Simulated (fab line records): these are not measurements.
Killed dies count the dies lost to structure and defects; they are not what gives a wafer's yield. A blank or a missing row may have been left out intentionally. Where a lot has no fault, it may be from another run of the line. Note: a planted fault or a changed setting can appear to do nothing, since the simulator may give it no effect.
fab line records    flow sky130
record lots=11  wafers=33  lastDay=50
route steps=708 shown PWDE@53 LI_CONTACT@385 LOCAL_INTERCONNECT@400 CONTACT@410 PAD_OPEN@708
lots that met no fault: from a run of the same line without faults
startH: the number of hours between the record's first day and the start of the first shown wafer of the lot    waitH: hours elapsed since this lot's preceding step    " identical to the entry in the row above    L1.1+2: a single row standing in for several wafers    - no value, or no start given    * or withheld: withheld    < > ~ a bound
route shown NAME@n: names a module that has steps shown in the file, with the first one's number in the route    usual: the fault-free wafers' mean and standard deviation    same: alike in all rows    chamber/n: place in a boat    sites: each site's reading    _std_site: the values' standard deviation    _edge_site: the outer-site mean with the inner-site mean subtracted    radiusMm: how far each site lies from the wafer's centre    mask NAME#n: copy n    behind: the tool/chamber that last shaped the wafer    hold: why the lot went on hold/how many hours it stayed there/how the hold came to an end    device: whichever transistor did not switch (one of n, p or np)    end of line: the tests these same wafers got at the end of their route    a step with no rows: only its recipe    killed: the dies lost at the first sort to structure and to defects; this is not the yield of the wafer    map: dies across one wafer; x = killed, . = not, _ = none there
set.NAME: the setting the step ran with; set.NAME@STEP: the setting that earlier step ran with    model.NAME: the simulator's own value behind a step, which no gauge read
route steps across a sampled set of lots; one table per step, one row per wafer
services: a tool's chamber out of use, with start hour (startH, from the record's first day; less than 0 if before it), hours out, and reason
## steps
# step SKY_PWDE_IMPLANT_08
# recipe species=B  energyKev=150  doseCm2=3.6e+12  tiltDeg=withheld
# usual doseIonsCm2=3.6e+12/3.9e+09  faradayCurrentUA=20.4/0.38
lot.wafer  tool          chamber  startH  waitH  doseIonsCm2  faradayCurrentUA
L762.4     implanter-04  0        66.70   0.1    3.602e+12    20.6
L762.5     "             0        "       "      3.599e+12    21.1
L762.6     "             0        "       "      3.604e+12    20.3
L763.1     implanter-04  0        73.10   0.0    3.606e+12    20.3
L763.2     "             0        "       "      3.6e+12      20.2
L763.3     "             0        "       "      3.596e+12    20.2
L765.2     implanter-02  0        81.92   0.0    3.596e+12    20.7
L765.3     "             0        "       "      3.594e+12    21.0
L765.5     "             0        "       "      3.601e+12    20.7
L766.4     implanter-04  0        87.33   0.1    3.596e+12    20.0
L766.5     "             0        "       "      3.599e+12    20.3
L766.6     "             0        "       "      3.597e+12    20.9
L767.1     implanter-03  0        94.09   0.0    3.599e+12    19.7
L767.2     "             0        "       "      3.602e+12    21.3
L767.5     "             0        "       "      3.595e+12    20.1
L768.2     implanter-04  0        104.20  0.0    3.605e+12    20.4
L768.3     "             0        "       "      3.602e+12    20.9
L768.6     "             0        "       "      3.609e+12    20.4
L769.2     implanter-02  0        109.10  0.0    3.596e+12    20.8
L769.5     "             0        "       "      3.597e+12    20.2
L769.6     "             0        "       "      3.599e+12    19.8
L772.2     implanter-04  0        123.65  0.0    3.594e+12    20.2
L772.3     "             0        "       "      3.598e+12    20.4
L772.4     "             0        "       "      3.594e+12    20.3
L778.1     implanter-04  0        156.04  0.2    2.757e+12    15.8
L778.2     "             0        "       "      2.762e+12    16.0
L778.6     "             0        "       "      2.759e+12    16.0
L783.3     implanter-04  0        188.40  0.1    2.754e+12    15.9
L783.5     "             0        "       "      2.762e+12    15.5
L783.6     "             0        "       "      2.753e+12    15.7
L785.1     implanter-02  0        203.25  0.0    3.596e+12    20.3
L785.5     "             0        "       "      3.6e+12      20.2
L785.6     "             0        "       "      3.602e+12    20.2
# step SKY_PWDE_TW_MEAS_10
# usual PWDE_TW=374.4/2.7
lot.wafer  tool          chamber  startH  waitH  PWDE_TW
L762.4     filmMetro-02  -        66.90   0.1    379.2
L762.5     "             -        "       "      379.3
L762.6     "             -        "       "      379.8
L763.1     filmMetro-01  -        73.35   0.1    374.3
L763.2     "             -        "       "      374.1
L763.3     "             -        "       "      375.5
L765.2     filmMetro-01  -        82.15   0.1    374.0
L765.3     "             -        "       "      374.5
L765.5     "             -        "       "      375.7
L766.4     filmMetro-02  -        87.53   0.1    376.8
L766.5     "             -        "       "      377.1
L766.6     "             -        "       "      378.2
L767.1     filmMetro-02  -        94.34   0.1    377.2
L767.2     "             -        "       "      376.3
L767.5     "             -        "       "      376.9
L768.2     filmMetro-04  -        104.43  0.1    372.2
L768.3     "             -        "       "      373.7
L768.6     "             -        "       "      372.2
L769.2     filmMetro-01  -        109.33  0.1    375.8
L769.5     "             -        "       "      375.7
L769.6     "             -        "       "      376.4
L772.2     filmMetro-01  -        123.88  0.1    373.2
L772.3     "             -        "       "      372.5
L772.4     "             -        "       "      373.6
L778.1     filmMetro-01  -        156.29  0.1    344.2
L778.2     "             -        "       "      344.3
L778.6     "             -        "       "      344.1
L783.3     filmMetro-01  -        188.62  0.1    343.0
L783.5     "             -        "       "      342.5
L783.6     "             -        "       "      344.4
L785.1     filmMetro-04  -        203.50  0.1    374.3
L785.5     "             -        "       "      374.0
L785.6     "             -        "       "      371.2
# step SKY_NWELL_RS_MEAS_31
# recipe thkMeasGauge=four-point-probe
# usual PWDE_RS=5283/18
lot.wafer  tool          chamber  startH  waitH  PWDE_RS[ohm/sq]
L762.4     filmMetro-04  -        101.55  0.1    5270
L762.5     "             -        "       "      5240
L762.6     "             -        "       "      5258
L763.1     filmMetro-02  -        108.96  0.1    5287
L763.2     "             -        "       "      5298
L763.3     "             -        "       "      5292
L765.2     filmMetro-04  -        119.11  0.1    5272
L765.3     "             -        "       "      5293
L765.5     "             -        "       "      5273
L766.4     filmMetro-02  -        123.50  0.1    5302
L766.5     "             -        "       "      5313
L766.6     "             -        "       "      5325
L767.1     filmMetro-01  -        131.65  0.1    5302
L767.2     "             -        "       "      5261
L767.5     "             -        "       "      5286
L768.2     filmMetro-01  -        142.36  0.1    5262
L768.3     "             -        "       "      5263
L768.6     "             -        "       "      5277
L769.2     filmMetro-04  -        147.67  0.1    5272
L769.5     "             -        "       "      5295
L769.6     "             -        "       "      5278
L772.2     filmMetro-02  -        163.72  0.1    5303
L772.3     "             -        "       "      5288
L772.4     "             -        "       "      5293
L778.1     filmMetro-01  -        198.04  0.1    6592
L778.2     "             -        "       "      6601
L778.6     "             -        "       "      6619
L783.3     filmMetro-04  -        234.24  0.1    6556
L783.5     "             -        "       "      6529
L783.6     "             -        "       "      6559
L785.1     filmMetro-02  -        250.50  0.1    5261
L785.5     "             -        "       "      5265
L785.6     "             -        "       "      5279
# step SKY_LI_CONTACT_THK_MEAS_23
# recipe thkMeasGauge=xrf  reads=W_of_LI_CONTACT_CVD_21
# usual LI_CONTACT_W_THK=414/7.1
lot.wafer  tool          chamber  startH  waitH  LI_CONTACT_W_THK[nm]
L762.4     filmMetro-04  -        678.20  0.1    417
L762.5     "             -        "       "      420
L762.6     "             -        "       "      413
L763.1     filmMetro-03  -        690.47  0.1    413
L763.2     "             -        "       "      422
L763.3     "             -        "       "      420
L766.4     filmMetro-03  -        715.05  0.1    417
L766.5     "             -        "       "      424
L766.6     "             -        "       "      409
L765.2     filmMetro-02  -        721.28  0.1    415
L765.3     "             -        "       "      407
L765.5     "             -        "       "      405
L767.1     filmMetro-03  -        727.12  0.1    427
L767.2     "             -        "       "      415
L767.5     "             -        "       "      426
L768.2     filmMetro-03  -        738.60  0.1    419
L768.3     "             -        "       "      413
L768.6     "             -        "       "      415
L769.2     filmMetro-04  -        741.53  0.1    414
L769.5     "             -        "       "      408
L769.6     "             -        "       "      419
L772.2     filmMetro-03  -        773.55  0.1    404
L772.3     "             -        "       "      401
L772.4     "             -        "       "      412
L778.1     filmMetro-03  -        797.87  0.1    410
L778.2     "             -        "       "      418
L778.6     "             -        "       "      405
L783.3     filmMetro-02  -        842.54  0.1    406
L783.5     "             -        "       "      407
L783.6     "             -        "       "      410
L785.1     filmMetro-03  -        866.52  0.1    425
L785.5     "             -        "       "      423
L785.6     "             -        "       "      425
# step SKY_LOCAL_INTERCONNECT_ETCH_13
# recipe chemistry=N2/H2  target=BARC  ionEnergyEv=200  biasW=100  pressureMtorr=30  n2FlowSccm=100  h2FlowSccm=200  icpW=500  stopOn=SiO2  timeS=45.9  targetDepthA=600
# usual drypumpMotorCurrentA=5.5/0.5  oesProductAu=0.854/0.0052  throttleValvePct=13.225/0.0077
lot.wafer  tool         chamber  startH  waitH  drypumpMotorCurrentA  oesProductAu  rfHoursCounterH  throttleValvePct
L762.4     rieMetal-04  1        707.63  0.0    5.7                   0.853         -                13.231
L762.5     "            0        "       "      5.0                   0.854         -                13.227
L762.6     "            1        "       "      5.7                   0.856         -                13.225
L763.1     rieMetal-03  0        719.89  0.0    5.1                   0.855         7                13.238
L763.2     "            1        "       "      5.7                   0.854         13               13.232
L763.3     "            0        "       "      5.1                   0.849         -                13.231
L766.4     rieMetal-03  1        743.06  0.0    5.7                   0.857         -                13.229
L766.5     "            0        "       "      5.1                   0.850         -                13.231
L766.6     "            1        "       "      5.7                   0.848         -                13.239
L765.2     rieMetal-04  0        748.64  0.0    5.0                   0.852         9                13.217
L765.3     "            0        "       "      5.0                   0.858         -                13.212
L765.5     "            0        "       "      5.0                   0.849         -                13.226
L767.1     rieMetal-03  1        755.21  0.0    5.7                   0.866         14               13.238
L767.2     "            1        "       "      5.8                   0.844         -                13.226
L767.5     "            1        "       "      5.7                   0.865         -                13.218
L768.2     rieMetal-04  0        767.36  0.0    5.0                   0.850         10               13.207
L768.3     "            1        "       "      5.7                   0.855         -                13.229
L768.6     "            1        "       "      5.6                   0.860         -                13.221
L769.2     rieMetal-03  1        770.58  0.0    5.7                   0.857         -                13.235
L769.5     "            1        "       "      5.7                   0.855         -                13.223
L769.6     "            1        "       "      5.7                   0.851         -                13.216
L772.2     rieMetal-03  1        801.11  0.0    5.7                   0.853         16               13.214
L772.3     "            0        "       "      5.1                   0.851         -                13.228
L772.4     "            1        "       "      5.7                   0.858         -                13.215
L778.1     rieMetal-04  0        825.46  0.0    5.0                   0.848         12               13.232
L778.2     "            0        "       "      5.0                   0.863         -                13.227
L778.6     "            0        "       "      5.0                   0.849         -                13.231
L783.3     rieMetal-04  0        869.33  0.0    5.0                   0.844         -                13.221
L783.5     "            1        "       "      5.7                   0.851         -                13.213
L783.6     "            0        "       "      5.0                   0.861         -                13.219
L785.1     rieMetal-03  0        892.44  0.0    5.1                   0.861         13               13.210
L785.5     "            1        "       "      5.7                   0.854         -                13.236
L785.6     "            0        "       "      5.1                   0.851         -                13.230
# step SKY_CONTACT_CMP_04
# recipe material=SiO2  downForcePsi=4  platenRpm=60  padVelocityMS=0.94248
# usual motorCurrentA=12.1/0.93  timeToEndpointS=81/4.3
lot.wafer  tool    chamber  startH  waitH  motorCurrentA  timeToEndpointS
L762.4     cmp-02  3        708.54  0.0    11.1           74
L762.5     "       3        "       "      10.7           74
L762.6     "       0        "       "      11.6           71
L763.3     cmp-01  0        720.82  0.0    12.0           87
L763.2     "       2        "       "      11.9           85
L763.1     "       3        "       "      11.9           80
L766.4     cmp-02  2        744.12  0.2    9.6            79
L766.6     "       3        "       "      10.6           81
L766.5     "       0        "       "      12.1           81
L765.2     cmp-02  3        749.62  0.1    9.9            87
L765.3     "       0        "       "      12.7           81
L765.5     "       2        "       "      9.5            85
L767.2     cmp-01  2        756.26  0.0    12.6           79
L767.1     "       1        "       "      12.7           80
L767.5     "       2        "       "      12.1           78
L768.3     cmp-02  1        768.29  0.0    11.9           83
L768.2     "       2        "       "      9.6            84
L768.6     "       2        "       "      10.3           82
L769.2     cmp-01  2        771.77  0.1    12.7           87
L769.6     "       0        "       "      11.8           80
L769.5     "       1        "       "      13.1           85
L772.2     cmp-01  0        802.47  0.0    11.8           78
L772.4     "       2        "       "      12.9           82
L772.3     "       3        "       "      12.8           74
L778.2     cmp-01  1        826.54  0.0    12.1           90
L778.1     "       0        "       "      12.0           87
L778.6     "       2        "       "      12.6           83
L783.3     cmp-02  2        870.39  0.2    10.0           77
L783.5     "       3        "       "      10.6           79
L783.6     "       0        "       "      12.5           84
L785.1     cmp-02  3        893.56  0.2    11.5           76
L785.5     "       0        "       "      12.5           75
L785.6     "       1        "       "      12.1           74
# step SKY_PAD_OPEN_PROBE_99
# usual killed_at_M0_to_M3=42/6.4  killed_at_M4_up=3.2/1.9  killedAtContacts=24/4.8  killedAtFrontEnd=16/4.4  killedAtOther=0.3/0.55  killedDies=86/8.6  killedOnRim=17/3.5  killedOpen=46/6.6  killedShort=39/5.7
# same grossDies=492  killedAtBackSide=0
lot.wafer  tool       chamber  startH   waitH  killed_at_M0_to_M3  killed_at_M4_up  killedAtContacts  killedAtFrontEnd  killedAtOther  killedDies  killedOnRim  killedOpen  killedShort
L769.2     prober-01  -        1123.06  0.1    36                  5                17                13                0              71          13           39          32
L769.5     prober-01  -        1123.21  0.2    59                  3                30                15                0              107         20           53          54
L769.6     prober-01  -        1123.26  0.2    45                  4                33                13                0              95          15           56          38
# killed by level:class
L769.2 VIA1:geometricParticle:open=9 VIA3:geometricParticle:open=8 CONTACT:geometricParticle:open=6 VIA1:geometricParticle:short=6 CONTACT:geometricParticle:short=4 FIELD_ISO:geometricParticle:open=3 LOCAL_INTERCONNECT:geometricParticle:short=3 VIA2:geometricParticle:short=3
L769.5 VIA1:geometricParticle:open=16 VIA1:geometricParticle:short=10 METAL2:geometricParticle:short=8 VIA3:geometricParticle:open=8 CONTACT:geometricParticle:open=7 METAL1:geometricParticle:short=7 POLY_GATE:geometricParticle:open=6 LI_CONTACT:geometricParticle:open=6
L769.6 VIA1:geometricParticle:open=14 LI_CONTACT:geometricParticle:open=10 CONTACT:geometricParticle:open=8 VIA2:geometricParticle:open=7 CONTACT:geometricParticle:short=6 METAL2:geometricParticle:short=6 FIELD_ISO:geometricParticle:short=5 POLY_GATE:geometricParticle:open=5
## services
tool          chamber  startH  hours  kind
cmp-02        -        64.00   4.0    pm
rieMetal-03   0        68.53   4.5    repair
cmp-02        -        98.75   1.3    repair
implanter-04  -        129.39  3.3    pm
cmp-02        -        161.85  4.8    pm
cmp-02        -        179.18  3.4    repair
implanter-04  -        181.77  2.3    pm
cmp-02        -        227.66  6.8    pm
cmp-02        -        235.34  5.7    repair
implanter-04  -        240.53  5.9    repair
rieMetal-03   -        272.22  10.0   pm
implanter-04  -        297.76  7.2    repair
implanter-04  -        333.31  5.4    repair
cmp-02        -        347.32  10.5   pm
rieMetal-03   0        347.51  1.1    repair
implanter-04  -        347.69  2.1    repair
cmp-02        -        397.18  0.3    repair
cmp-02        -        404.00  4.0    pm
implanter-04  -        451.58  1.4    repair
implanter-04  -        567.32  5.9    pm
implanter-04  -        584.45  1.7    repair
implanter-04  -        618.39  2.8    pm
implanter-04  -        806.92  4.8    repair
implanter-04  -        857.31  2.5    repair
## key
firstSign step=SKY_PWDE_IMPLANT_08  reading=doseIonsCm2  direction=down  sigmas=99+  usual=*  struck=*
effect step=SKY_PWDE_IMPLANT_08  reading=faradayCurrentUA  direction=down  sigmas=12  usual=20.4  struck=15.8
effect step=SKY_PWDE_TW_MEAS_10  reading=PWDE_TW  direction=down  sigmas=11  usual=374.4  struck=343.7
effect step=SKY_NWELL_RS_MEAS_31  reading=PWDE_RS  direction=up  sigmas=70  usual=5283  struck=6576
metAt SKY_PWDE_IMPLANT_08
struckLots L778,L783
testerLeftOut L778,L783
notActingAt SKY_LI_CONTACT_THK_MEAS_23,SKY_LOCAL_INTERCONNECT_ETCH_13,SKY_CONTACT_CMP_04
onsetBetween 123.65 156.04
fault kind=processParameterDrift  tool=implanter-04  chamber=-  onsetH=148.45  steps=SKY_PWDE_IMPLANT_08  channel=doseCm2  offset=*  shape=step  endH=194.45  actsIn=*  stated=*
# testerLeftOut: of these lots the tester's yield and bins aren't shown, on N5 and GAA mostly nor the transistor test; their killed dies are dies lost to structure and defects alone, not to doping, threshold or leakage, so they don't give the yield
